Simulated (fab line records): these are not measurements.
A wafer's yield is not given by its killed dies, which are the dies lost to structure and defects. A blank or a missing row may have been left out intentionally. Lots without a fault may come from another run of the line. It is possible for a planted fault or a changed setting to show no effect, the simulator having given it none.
A struck lot beside a sound one / flow sky130 / 31 steps out of a route of 708
Sound: wafers L481.1, L481.3, L481.5. The struck wafers were L491.3, L491.5, L491.6. The cause is given at the end.
At each step with rows: each side's tool, then ch and its chambers, then its first start. Under that, the readings that differ: sound wafers / struck wafers / difference of the means / sigmas: that difference in standard deviations of wafers without a fault.
alike: words and numbers the same on both sides, and readings whose means are apart by under 2 such deviations; not compared: readings that were withheld, readings missing a value for some wafer, numbers with overlapping values and no deviation given by the record, and bounds like >300 which may hide the same value.
Wherever a step has rows on one side only, a row that says differs or no value, or a row with sigmas, the two part there. Non-overlapping numbers with no deviation appear without sigmas and do not part them. Lack of a reading on every wafer of one side parts them only where that side has two or more wafers.

first, 1 step without rows for these wafers: SKY_PWDE_IMPLANT_08.
SKY_PWDE_STRIP_09: strips in O2/N2.
  sound on plasma asher-04 ch 0,1, day 4 01:32; struck on plasma asher-04 ch 0,1, day 6 10:08
  alike: drypump motor current A, oes product au, strip time to endpoint s
  not compared: rf hours counter h
SKY_PWDE_TW_MEAS_10:
  sound: film metro-02 at day 4 01:38; struck: film metro-01 at day 6 10:14
reading=PWDE_TW; sound=368 372 370; struck=380 380 381; difference=+10; sigmas=+3
then, 7 steps without rows for these wafers: SKY_NWELL_DEHYDRATE_03 (time 60 s); SKY_NWELL_HMDS_04 (prime time 60 s); SKY_NWELL_COAT_05 (resist thk 3000 nm); SKY_NWELL_SOFTBAKE_06; SKY_NWELL_EXPOSE_07 (exposes mask NWM, target cd 840 nm); SKY_NWELL_PEB_08; SKY_NWELL_DEVELOP_09 (develop time 60 s).
SKY_NWELL_OVL_MEAS_10:
  sound: overlay-01 at day 4 18:49; struck: overlay-02 at day 7 05:34
  alike: NWELL_00_OVL
following that, these wafers have no rows for 1 step: SKY_NWELL_IMPLANT_11.
SKY_NWELL_IMPLANT_12:
  sound on implanter-03 ch 0, day 4 19:00; struck on implanter-04 ch 0, day 7 06:06
following that, these wafers have no rows for 1 step: SKY_NWELL_IMPLANT_13.
SKY_NWELL_STRIP_14: strips in O2/N2.
  sound on plasma asher-04 ch 0,1, day 4 19:18; struck on plasma asher-04 ch 0,1, day 7 06:23
  alike: drypump motor current A, oes product au, strip time to endpoint s
  not compared: rf hours counter h
SKY_NWELL_TW_MEAS_15:
  sound: film metro-02 at day 4 19:24; struck: film metro-01 at day 7 06:35
reading=NWELL_TW; sound=1814 1796 1792; struck=1860 1871 1879; difference=+69; sigmas=+3
then, 7 steps without rows for these wafers: SKY_NWELL_DEHYDRATE_16 (time 60 s); SKY_NWELL_HMDS_17 (prime time 60 s); SKY_NWELL_COAT_18 (resist thk 3000 nm); SKY_NWELL_SOFTBAKE_19; SKY_NWELL_EXPOSE_20 (exposes mask NWM COMPLEMENT, target cd 840 nm); SKY_NWELL_PEB_21; SKY_NWELL_DEVELOP_22 (develop time 60 s).
SKY_NWELL_OVL_MEAS_23:
  sound: overlay-01 at day 5 12:58; struck: overlay-01 at day 8 01:34
  alike: NWELL_01_OVL
following that, these wafers have no rows for 1 step: SKY_NWELL_IMPLANT_24.
SKY_NWELL_STRIP_25: strips in O2/N2.
  sound on plasma asher-04 ch 0,1, day 5 13:10; struck on plasma asher-02 ch 0,1, day 8 01:46
  alike: drypump motor current A, oes product au, strip time to endpoint s
  not compared: rf hours counter h
SKY_NWELL_TW_MEAS_26:
  sound: film metro-02 at day 5 13:16; struck: film metro-02 at day 8 01:52
  alike: NWELL_2_TW
then, 1 step without rows for these wafers: SKY_NWELL_CLEAN_27 (cleans in SC1/SC2, time 150 s).
SKY_NWELL_RTA_28: time 30 s.
  sound on rtp anneal-02 ch 0, day 5 13:22; struck on rtp anneal-02 ch 0, day 8 02:01
  alike: lamp power pct, wafer_temp_C_max
SKY_NWELL_RS_MEAS_29: the measuring method here is four-point-probe.
  sound: film metro-03 at day 5 13:28; struck: film metro-03 at day 8 02:11
reading=NWELL_RS (ohm/sq); sound=625.3 625.8 625.4; struck=592.8 593.1 591.3; difference=-33.1; sigmas=-22
-- the record jumps here: 40 days lie between the struck wafers' starts before and after (it left off in module NWELL and takes up again in module PAD_OPEN, whose first step shown is number 708 of the route) --
SKY_PAD_OPEN_PROBE_99:
  sound: prober-02 at day 45 13:37; struck: prober-02 at day 48 13:20
reading=model.etest.nfet_16v.r on ohm um; sound=1.426e+04 1.418e+04 1.424e+04; struck=1.341e+04 1.344e+04 1.33e+04; difference=-8.433e+02; sigmas=
reading=model.etest.pfet_16v.r on ohm um; sound=1.477e+04 1.502e+04 1.489e+04; struck=1.613e+04 1.596e+04 1.6e+04; difference=+1.137e+03; sigmas=
reading=model.etest.pfet g5v0d10v5.r on ohm um; sound=4738 4685 4788; struck=5147 5166 5251; difference=+451; sigmas=
reading=model.etest.tip p.rs ohm sq; sound=6717 6760 6749; struck=7441 7395 7331; difference=+647; sigmas=
reading=model.etest.tip_p_5v.rs ohm sq; sound=2843 2872 2850; struck=3066 3074 3064; difference=+213; sigmas=
reading=model.etest.pfet_01v8.r on ohm um; sound=2857 2842 2909; struck=3034 3016 3036; difference=+159; sigmas=
reading=model.etest.pfet g5v0d10v5.drive ua um; sound=342.7 347.2 341.6; struck=304.4 303.1 302.3; difference=-40.6; sigmas=
reading=model.etest.pfet_01v8_lvt.drive ua um; sound=175.9 175.6 173.5; struck=145.8 145.8 143.8; difference=-29.9; sigmas=
  alike: killed_at_M0_to_M3, killed_at_M4_up, killed at contacts, killed at front end, killed at other, killed dies, killed open, killed short

## WHERE THEY PART
At SKY_PWDE_TW_MEAS_10 first; at SKY_NWELL_RS_MEAS_29 last (within this record only). Later steps at which nothing parts them and some readings are alike: SKY_PAD_OPEN_PROBE_99.

WHY: what had been put in by the simulator
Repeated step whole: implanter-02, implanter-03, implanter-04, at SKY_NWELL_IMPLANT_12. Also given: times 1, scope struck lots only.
